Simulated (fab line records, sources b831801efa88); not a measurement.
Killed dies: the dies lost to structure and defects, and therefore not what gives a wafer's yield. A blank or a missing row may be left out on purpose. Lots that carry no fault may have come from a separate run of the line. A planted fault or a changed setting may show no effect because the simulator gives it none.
Struck lot and sound lot, side by side / flow sky130 / 15 out of 708 route steps
Sound: wafers L757.1, L757.2, L757.4. Wafers struck: L763.2, L763.3, L763.6. The cause is given at the end.
At each step with rows: each side's tool, then ch and its chambers, then its first start. Under that, the readings that differ: sound wafers / struck wafers / difference of the means / sigmas: that difference in standard deviations of wafers without a fault.
alike: words and numbers the same on both sides, and readings whose means are apart by under 2 such deviations; not compared: readings that were withheld, readings missing a value for some wafer, numbers with overlapping values and no deviation given by the record, and bounds like >300 which may hide the same value.
The two part at a step that has a row with sigmas, a row that says differs or no value, or rows on one side only. Numbers that have no deviation but don't overlap get no sigmas and don't part them. A reading that every wafer of one side lacks parts them only if that side has two wafers or more.

first, 5 steps without rows for these wafers: SKY_LDD_N_COAT_02 (resist thk 300 nm); SKY_LDD_N_SOFTBAKE_03 (time 60 s); SKY_LDD_N_EXPOSE_04 (exposes mask NTM, target cd 840 nm); SKY_LDD_N_PEB_05; SKY_LDD_N_DEVELOP_06 (develop time 60 s).
SKY_LDD_N_OVL_MEAS_07:
  sound on overlay-01, day 18 00:53; struck on overlay-02, day 20 11:41
  alike: LDD_N_OVL
then, 6 steps without rows for these wafers: SKY_LDD_N_IMPLANT_08; SKY_LDD_N_IMPLANT_09; SKY_LDD_N_IMPLANT_10; SKY_LDD_N_IMPLANT_11; SKY_LDD_N_IMPLANT_12; SKY_LDD_N_IMPLANT_13.
SKY_LDD_N_IMPLANT_14:
  sound on implanter-04 ch 0, day 18 01:49; struck on implanter-04 ch 0, day 20 12:38
reading=dose ions cm2; sound=5.002e+12 5.008e+12 5.008e+12; struck=3.526e+12 3.532e+12 3.53e+12; difference=-1.477e+12; sigmas=-99 or more
reading=faraday current uA; sound=27.9 28.5 28.2; struck=19.9 19.2 19.7; difference=-8.6; sigmas=-16
next, for these wafers, 1 step has no rows: SKY_LDD_N_IMPLANT_15.
-- here the record skips 27 days between the struck wafers' starts before and after, leaving off in module LDD_N and picking up in module PAD_OPEN (first step shown: number 708 of the route) --
SKY_PAD_OPEN_PROBE_99:
  sound on prober-01, day 46 01:20; struck on prober-02, day 47 19:15
reading=model.etest.nfet_01v8_swapped.vt sat v (V); sound=0.6634 0.6639 0.6605; struck=0.6452 0.6358 0.6455; difference=-0.0204; sigmas=
  alike: killed_at_M0_to_M3, killed_at_M4_up, killed at contacts, killed at front end, killed at other, killed dies, killed open, killed short

## WHERE THEY PART
SKY_LDD_N_IMPLANT_14 only, going by this record. Later steps at which nothing parts them and some readings are alike: SKY_PAD_OPEN_PROBE_99.

WHY: the cause the simulator had injected
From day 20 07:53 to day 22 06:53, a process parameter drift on implanter-04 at SKY_LDD_N_IMPLANT_14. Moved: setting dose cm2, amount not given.
